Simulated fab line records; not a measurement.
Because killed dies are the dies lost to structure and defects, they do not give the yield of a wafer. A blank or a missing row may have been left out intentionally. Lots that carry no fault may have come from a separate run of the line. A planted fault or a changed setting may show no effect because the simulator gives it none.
Struck lot and sound lot, side by side | flow sky130 | 14 steps out of a route of 708
Sound: wafers L250.1, L250.2, L250.4. Struck: wafers L245.1, L245.3, L245.4. Last of all comes the cause.
Each step with rows lists, per side, the tool, then ch with its chambers, then its first start. Under that, the readings that differ: sound wafers | struck wafers | difference of the means | sigmas: that difference in standard deviations of wafers without a fault.
alike: words and numbers the same on both sides, and readings whose means are apart by under 2 such deviations; not compared: readings that were withheld, readings missing a value for some wafer, numbers with overlapping values and no deviation given by the record, and bounds like >300 which may hide the same value.
The two part at a step that has a row with sigmas, a row that says differs or no value, or rows on one side only. Non-overlapping numbers with no deviation appear without sigmas and do not part them. Lack of a reading on every wafer of one side parts them only where that side has two or more wafers.

first, 5 steps without rows for these wafers: SKY_SD_N_COAT_02 (resist thk 1140 nm); SKY_SD_N_SOFTBAKE_03 (time 60 s); SKY_SD_N_EXPOSE_04 (exposes mask NSDM, target cd 380 nm); SKY_SD_N_PEB_05; SKY_SD_N_DEVELOP_06 (develop time 60 s).
SKY_SD_N_CD_MEAS_07: the cd target is 380 nm.
  sound on cdSem-01, day 32 03:29; struck on cdSem-01, day 31 03:08
  alike: cdNm
SKY_SD_N_OVL_MEAS_08:
  sound on overlay-01, day 32 03:37; struck on overlay-01, day 31 03:15
  alike: SD_N_OVL
then, 2 steps without rows for these wafers: SKY_SD_N_IMPLANT_09; SKY_SD_N_IMPLANT_10.
SKY_SD_N_STRIP_11: strips in O2/N2.
  sound on plasmaAsher-02 ch 0,1, day 32 03:56; struck on plasmaAsher-01 ch 0,1, day 31 03:35
  alike: drypumpMotorCurrentA, o2FlowSccm, oesProductAu, stripTimeToEndpointS
  not compared: rfHoursCounterH
SKY_SD_N_TW_MEAS_12:
  sound on filmMetro-03, day 32 04:02; struck on filmMetro-01, day 31 03:41
  alike: SD_N_TW
then, 1 step without rows for these wafers: SKY_SD_N_CLEAN_13 (cleans in SC1/SC2, time 150 s).
SKY_SD_N_RTA_14: time 2 s.
  sound on rtpAnneal-01 ch 0, day 32 04:09; struck on rtpAnneal-02 ch 0, day 31 03:48
reading       | sound                | struck               | difference | sigmas
rampDownCPerS | 90.005 89.987 90.006 | 36.005 35.978 36.018 | -53.999    | -99 or more
  alike: lampPowerPct, wafer_temp_C_max
-- here the record skips 17 days between the struck wafers' starts before and after, leaving off in module SD_N and picking up in module PAD_OPEN (first step shown: number 708 of the route) --
SKY_PAD_OPEN_PROBE_99:
  sound on prober-01, day 48 22:25; struck on prober-02, day 48 03:15
reading                         | sound             | struck            | difference | sigmas
model.etest.resXhighPo.rsOhmSq  | 2110 1890 1973    | 1826 1846 1837    | -155       | 
model.etest.resPdiff.lineOhmUm  | 1384 1363 1404    | 1285 1305 1282    | -93        | 
model.etest.liconPdiff.rcOhm    | 589.5 581.6 572.5 | 631.8 621.1 611.7 | +40.3      | 
model.etest.liconHighPo.rcOhm   | 365.6 342.3 342.8 | 319.5 314.9 313.1 | -34.4      | 
model.etest.resHighPo.rsOhmSq   | 267.6 252.7 258.9 | 243.9 246.5 244.7 | -14.7      | 
model.etest.pfet_01v8.driveUaUm | 179.9 182.2 186.1 | 218.3 223.6 212.2 | +35.3      | 
  alike: killed_at_M0_to_M3, killed_at_M4_up, killedAtContacts, killedAtFrontEnd, killedAtOther, killedDies, killedOpen, killedShort
  not compared: model.etest.resXhighPo.lineOhmUm, model.etest.resHighPo.lineOhmUm

## WHERE THEY PART
Within this record, at SKY_SD_N_RTA_14 only. Later steps at which nothing parts them and some readings are alike: SKY_PAD_OPEN_PROBE_99.

WHY: whatever the simulator had introduced
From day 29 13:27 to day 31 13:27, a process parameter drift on rtpAnneal-02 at SKY_SD_N_RTA_14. Setting rampDownCPerS shifted by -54 from 90. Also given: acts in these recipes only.
